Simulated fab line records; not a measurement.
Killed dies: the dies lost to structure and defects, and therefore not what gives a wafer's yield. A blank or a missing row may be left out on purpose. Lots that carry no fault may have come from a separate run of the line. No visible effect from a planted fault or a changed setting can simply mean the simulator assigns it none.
Which of the tools did it? ; flow sfq_line ; Sampling: 11 lots, 33 wafers, 3 of 325 route steps

== WHAT THE GAUGES SHOWED, per wafer ==
SFQ_M0_RS_MEAS_904: measures by four-point-probe. Usual: M0_NB_RS 0.863 ohm/sq, standard deviation 0.0096.
lot;measured;on;M0_NB_RS (ohm/sq);flag
L545;day 7 09:08;film_metro-03;0.849 0.859 0.845;
L546;day 7 13:58;film_metro-01;0.874 0.875 0.874;
L547;day 7 21:11;film_metro-02;0.875 0.878 0.880;
L548;day 8 08:21;film_metro-02;0.857 0.858 0.860;
L549;day 8 17:57;film_metro-02;0.858 0.853 0.858;
L550;day 9 02:23;film_metro-02;0.861 0.875 0.859;
L551;day 9 07:09;film_metro-02;0.859 0.863 0.858;
L552;day 9 11:56;film_metro-02;0.874 0.861 0.866;
L553;day 9 15:32;film_metro-03;0.861 0.856 0.876;
L554;day 9 22:17;film_metro-02;0.860 0.870 0.873;
L555;day 10 00:43;film_metro-02;0.866 0.868 0.875;

== WHAT TOOL EACH LOT RAN ON (gives the tool, then ch and the chambers of the sampled wafers, and finally the start) ==
lot;SFQ_TRILAYER_L0_BARC_OPEN_METAL_ETCH_010;SFQ_TRILAYER_L0_VIA_STRIP_STRIP_017
L545;rie_metal-03 ch 0,1, day 4 04:58;rie_metal-01 ch 0,1, day 7 08:15
L546;rie_metal-02 ch 0,1, day 4 10:58;rie_metal-03 ch 0,1, day 7 13:03
L547;rie_metal-04 ch 0,1, day 4 16:59;rie_metal-01 ch 0,1, day 7 20:27
L548;rie_metal-04 ch 0,1, day 4 23:43;rie_metal-04 ch 0,1, day 8 07:26
L549;rie_metal-04 ch 0,1, day 5 09:19;rie_metal-04 ch 1, day 8 17:02
L550;rie_metal-02 ch 0,1, day 5 17:44;rie_metal-03 ch 0,1, day 9 01:38
L551;rie_metal-03 ch 0, day 5 22:32;rie_metal-04 ch 0,1, day 9 06:14
L552;rie_metal-04 ch 0,1, day 6 03:25;rie_metal-04 ch 0,1, day 9 11:02
L553;rie_metal-04 ch 0,1, day 6 06:55;rie_metal-01 ch 0,1, day 9 14:38
L554;rie_metal-03 ch 0, day 6 11:44;rie_metal-01 ch 0,1, day 9 21:20
L555;rie_metal-02 ch 0,1, day 6 15:20;rie_metal-01 ch 0,1, day 9 23:56
- SFQ_TRILAYER_L0_BARC_OPEN_METAL_ETCH_010: etches BARC in O2, target depth 125 nm, time 41.7 s.
- SFQ_TRILAYER_L0_VIA_STRIP_STRIP_017: strips in O2.

== AS READ BY THE TOOLS THEMSELVES (means over the sampled wafers that have a number; for cases with no such wafer, the mark the record gives instead) ==
SFQ_TRILAYER_L0_BARC_OPEN_METAL_ETCH_010. Usual: drypump_motor_current_A 5.7 A, standard deviation 0.49; he_backside_leak_sccm 3.35 sccm, standard deviation 0.26; oes_product_au 0.685 a.u., standard deviation 0.0048; run_length_s 69.8 s, standard deviation 0.93.
lot;tool;drypump_motor_current_A (A);he_backside_leak_sccm (sccm);oes_product_au (a.u.);run_length_s (s);flag
L545;rie_metal-03;5.4;3.49;0.684;69.8;
L546;rie_metal-02;5.8;3.24;0.689;70.3;
L547;rie_metal-04;5.7;3.33;0.688;69.5;
L548;rie_metal-04;5.7;3.31;0.687;69.7;
L549;rie_metal-04;5.7;3.36;0.687;69.4;
L550;rie_metal-02;6.3;3.17;0.686;69.5;
L551;rie_metal-03;5.1;3.19;0.688;69.9;
L552;rie_metal-04;5.6;3.55;0.819;59.9;OFF
L553;rie_metal-04;5.7;3.34;0.815;60.1;OFF
L554;rie_metal-03;5.2;3.24;0.816;60.5;OFF
L555;rie_metal-02;5.8;3.35;0.821;60.7;OFF

SFQ_TRILAYER_L0_VIA_STRIP_STRIP_017. Usual: drypump_motor_current_A 5.8 A, standard deviation 0.33; he_backside_leak_sccm 3.44 sccm, standard deviation 0.22; oes_product_au 0.998 a.u., standard deviation 0.0078.
lot;tool;drypump_motor_current_A (A);he_backside_leak_sccm (sccm);oes_product_au (a.u.);flag
L545;rie_metal-01;6.1;3.63;1.000;
L546;rie_metal-03;5.4;3.25;0.992;
L547;rie_metal-01;6.1;3.44;1.012;
L548;rie_metal-04;5.6;3.52;0.998;
L549;rie_metal-04;5.5;3.75;0.990;
L550;rie_metal-03;5.7;3.20;0.994;
L551;rie_metal-04;5.7;3.30;0.997;
L552;rie_metal-04;5.7;3.34;0.995;
L553;rie_metal-01;6.1;3.71;0.999;
L554;rie_metal-01;6.0;3.73;1.002;
L555;rie_metal-01;6.0;3.58;0.999;

== THE ANSWER, worked out from the rows above alone ==
Rule: a lot counts as off when the mean over its wafers that have a number is more than 3 standard deviations away from the usual mean. Also off: a lot with no number at a reading for which 4 or more lots have one. Where the step has rows for the other lots, those lots are counted as sound. Order of review: gauges by route order, followed by the tools' own readings, for which a lot's mean as printed above is used. At the first step where some lot is off, the reading lying furthest off is the one used; lots without a number count as furthest.
Off: L552, L553, L554, L555 (SFQ_TRILAYER_L0_BARC_OPEN_METAL_ETCH_010, oes_product_au).
If a tool, at that step or one of the process steps before it, ran each lot that is off and ran no sound lot following the first of them, it fits. Of those tried, none fits.

== WHAT THE SIMULATOR HAD INSERTED ==
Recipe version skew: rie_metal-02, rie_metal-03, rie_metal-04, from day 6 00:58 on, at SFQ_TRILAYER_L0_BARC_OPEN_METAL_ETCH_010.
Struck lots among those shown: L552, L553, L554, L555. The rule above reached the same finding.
